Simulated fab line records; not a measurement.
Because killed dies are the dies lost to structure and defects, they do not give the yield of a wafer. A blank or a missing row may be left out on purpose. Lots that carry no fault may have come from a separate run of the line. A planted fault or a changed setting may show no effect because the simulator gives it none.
What tool caused it? -- flow gf180mcu -- 11 lots, 32 wafers sampled, at 3 steps of a route of 602

## WHAT THE GAUGES READ, wafer by wafer
GF_TOP_METAL_RS_MEAS_05: the measuring method here is four-point-probe.
lot,measured,on,TOP_METAL_ALCU_RS (ohm/sq)
L758,day 27 16:06,filmMetro-04,0.0325 0.0323 0.0328
L761,day 28 14:20,filmMetro-04,0.0327 0.0325 0.0325
L762,day 28 19:49,filmMetro-03,0.0326 0.0331 0.0324
L764,day 29 20:15,filmMetro-03,0.0310 0.0312 0.0310 0.0310 0.0313 0.0310
L766,day 30 02:47,filmMetro-04,0.0314 0.0314 0.0309 0.0314 0.0314 0.0309
L768,day 30 20:11,filmMetro-03,0.0328 0.0327 0.0328
L770,day 31 05:04,filmMetro-04,0.0309 0.0309 0.0306 0.0309 0.0309 0.0306
L773,day 31 19:44,filmMetro-03,0.0331 0.0326 0.0325
L775,day 32 09:56,filmMetro-04,0.0328 0.0326 0.0327
L779,day 33 09:53,filmMetro-04,0.0324 0.0321
L780,day 33 14:33,filmMetro-02,0.0322 0.0325 0.0325

## WHICH TOOL RAN EACH LOT (tool, then ch and the chambers of the sampled wafers, then the start)
lot,GF_V3_STRIP_18,GF_TOP_METAL_SPUTTER_02
L758,"plasmaAsher-02 ch 0,1, day 22 19:05","pvdSputter-01, day 27 15:59"
L761,"plasmaAsher-01 ch 0,1, day 23 20:38","pvdSputter-03, day 28 14:14"
L762,"plasmaAsher-01 ch 0,1, day 24 05:07","pvdSputter-01, day 28 19:44"
L764,"plasmaAsher-02 ch 0,1, day 25 07:01","pvdSputter-03, day 29 20:10"
L766,"plasmaAsher-02 ch 0,1, day 25 14:46","pvdSputter-03, day 30 02:42"
L768,"plasmaAsher-01 ch 0,1, day 26 12:31","pvdSputter-01, day 30 20:06"
L770,"plasmaAsher-01 ch 0,1, day 26 20:50","pvdSputter-03, day 31 04:57"
L773,"plasmaAsher-01 ch 0,1, day 27 13:55","pvdSputter-04, day 31 19:38"
L775,"plasmaAsher-04 ch 0,1, day 28 08:16","pvdSputter-01, day 32 09:49"
L779,"plasmaAsher-04 ch 1, day 29 10:13","pvdSputter-01, day 33 09:44"
L780,"plasmaAsher-04 ch 0,1, day 29 16:07","pvdSputter-03, day 33 14:25"
- GF_V3_STRIP_18: strips in O2/N2.
- GF_TOP_METAL_SPUTTER_02: material AlCu, target thk 900 nm, time 47.82 s.

## THE ANSWER, worked out from the rows above alone
Rule: the usual values come from the lots themselves. Put in order of their means at a reading, lots are off if they are a third of the lots or fewer, leave a main group of 4 or more, and stand apart from it by a gap of 3 or more times the standard deviation of the main group's means; of several such gaps the widest counts. A main group whose means are all the same, to the digits that the tables above print for the reading, isn't used. Also off: a lot with no number at a reading for which 4 or more lots have one. All remaining lots with rows at the step are treated as sound.
Off: at GF_TOP_METAL_RS_MEAS_05 (TOP_METAL_ALCU_RS), L764, L766, L770. For the main group the mean is 0.0326 ohm/sq and the standard deviation 0.00017.
If a tool, at a process step before that reading, ran all the lots that are off and no sound lot after the first of them, it fits. The gauges at GF_TOP_METAL_RS_MEAS_05 are tried like those tools. No candidate that was tried fits.

## WHAT THE SIMULATOR HAD PUT IN
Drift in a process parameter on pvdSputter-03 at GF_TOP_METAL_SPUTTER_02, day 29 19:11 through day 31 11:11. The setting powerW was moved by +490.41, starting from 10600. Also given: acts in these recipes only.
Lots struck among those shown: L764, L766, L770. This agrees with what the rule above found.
